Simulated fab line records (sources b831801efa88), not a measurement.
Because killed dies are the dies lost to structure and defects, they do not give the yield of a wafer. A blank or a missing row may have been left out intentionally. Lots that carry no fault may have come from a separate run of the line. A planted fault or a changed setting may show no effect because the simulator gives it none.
A lot that was struck, set against a sound lot    flow sky130    15 out of 708 route steps
Sound: these wafers, L446.1, L446.3, L446.5. Wafers L456.1, L456.3, L456.6 were the ones struck. The cause is named last.
For every step that has rows: the tool of each side, followed by ch and its chambers, followed by its first start. Under that, the readings that differ: sound wafers    struck wafers    difference of the means    sigmas: that difference in standard deviations of wafers without a fault.
alike: words and numbers the same on both sides, and readings whose means are apart by under 2 such deviations; not compared: readings that were withheld, readings missing a value for some wafer, numbers with overlapping values and no deviation given by the record, and bounds like >300 which may hide the same value.
Wherever a step has rows on one side only, a row that says differs or no value, or a row with sigmas, the two part there. Numbers that don't overlap but have no deviation are shown without sigmas and don't part them. Lack of a reading on every wafer of one side parts them only where that side has two or more wafers.

SKY_LDD_HVP_TW_MEAS_10:
  sound: film_metro-01 at day 22 15:38; struck: film_metro-01 at day 26 15:52
  alike: LDD_HVP_TW
then, 7 steps without rows for these wafers: SKY_LDD_LDN_DEHYDRATE_00 (time 60 s); SKY_LDD_LDN_HMDS_01 (prime time 60 s); SKY_LDD_LDN_COAT_02 (resist thk 1140 nm); SKY_LDD_LDN_SOFTBAKE_03 (time 60 s); SKY_LDD_LDN_EXPOSE_04 (exposes mask LDNTM, target cd 700 nm); SKY_LDD_LDN_PEB_05; SKY_LDD_LDN_DEVELOP_06 (develop time 60 s).
SKY_LDD_LDN_OVL_MEAS_07:
  sound: overlay-01 at day 23 21:49; struck: overlay-01 at day 27 21:04
  alike: LDD_LDN_OVL
then, 3 steps without rows for these wafers: SKY_LDD_LDN_IMPLANT_08; SKY_LDD_LDN_IMPLANT_09; SKY_LDD_LDN_IMPLANT_10.
SKY_LDD_LDN_IMPLANT_11:
  sound on implanter-03 ch 0, day 23 22:17; struck on implanter-03 ch 0, day 27 21:33
reading                    sound                 struck                difference  sigmas
beam_energy_keV            15.000 14.998 14.999  16.470 16.468 16.471  +1.471      +99 or more
model.implant.rp_nm (nm)   13.25 13.25 13.25     13.82 13.82 13.82     +0.57       
model.implant.drp_nm (nm)  5.933 5.933 5.933     6.317 6.317 6.317     +0.384      
  alike: beam_on_s, faraday_current_uA
SKY_LDD_LDN_STRIP_12: strips in O2/N2.
  sound on plasma_asher-01 ch 0,1, day 23 22:26; struck on plasma_asher-03 ch 0,1, day 27 21:42
  alike: drypump_motor_current_A, oes_product_au, strip_time_to_endpoint_s
  not compared: rf_hours_counter_h
-- the record jumps here: 22 days lie between the struck wafers' starts before and after (it left off in module LDD_LDN and takes up again in module PAD_OPEN, whose first step shown is number 708 of the route) --
SKY_PAD_OPEN_PROBE_99:
  rows exist in the record for the struck wafers here (prober-01, day 49 16:10), but not for the sound ones

## WHERE THEY PART
First at SKY_LDD_LDN_IMPLANT_11; last, within this record, at SKY_PAD_OPEN_PROBE_99.

WHY: what the simulator had put in
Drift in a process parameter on implanter-03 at SKY_LDD_LDN_IMPLANT_11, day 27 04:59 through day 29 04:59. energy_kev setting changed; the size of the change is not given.
